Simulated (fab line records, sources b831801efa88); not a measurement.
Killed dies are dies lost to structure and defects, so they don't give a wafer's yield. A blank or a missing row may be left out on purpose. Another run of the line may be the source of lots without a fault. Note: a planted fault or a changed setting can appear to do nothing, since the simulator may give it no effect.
What tool caused it? :: flow gf180mcu :: 6 lots, 18 wafers sampled, at 1 step of a route of 602

## WHAT THE GAUGES READ, wafer by wafer
GF_M2_RS_MEAS_05: measures by four-point-probe.
lot: L908
measured: day 19 09:00
on: film metro-03
M2_ALCU_RS (ohm/sq): 0.0694 0.0705 0.0696

lot: L910
measured: day 19 22:33
on: film metro-03
M2_ALCU_RS (ohm/sq): 0.0688 0.0683 0.0690

lot: L913
measured: day 21 06:05
on: film metro-02
M2_ALCU_RS (ohm/sq): 0.0702 0.0698 0.0691

lot: L925
measured: day 25 03:46
on: film metro-04
M2_ALCU_RS (ohm/sq): 0.0690 0.0698 0.0687

lot: L927
measured: day 25 12:48
on: film metro-04
M2_ALCU_RS (ohm/sq): 0.0685 0.0679 0.0674

lot: L929
measured: day 26 03:45
on: film metro-02
M2_ALCU_RS (ohm/sq): 0.0702 0.0697 0.0704

## WHICH TOOL RAN EACH LOT (tool, then ch and the chambers of the sampled wafers, then the start)
No process step before these readings appears in the record.

## THE ANSWER, worked out from the rows above alone
Rule: the usual values come from the lots themselves. The widest of any qualifying gaps counts: lots, ordered by their means at a reading, are off when they make up no more than a third of the lots, leave a main group of 4 or more, and stand apart from it by 3 or more times the standard deviation of that group's means. The tables above print the reading to a certain number of digits; a main group whose means all agree to those digits is not used. A lot without any number at a reading at which 4 lots or more have one is off too. Any other lot the step has rows for is counted as sound.
No lot is off on any of the readings shown, so nothing can be concluded from this.

## WHAT THE SIMULATOR PUT IN
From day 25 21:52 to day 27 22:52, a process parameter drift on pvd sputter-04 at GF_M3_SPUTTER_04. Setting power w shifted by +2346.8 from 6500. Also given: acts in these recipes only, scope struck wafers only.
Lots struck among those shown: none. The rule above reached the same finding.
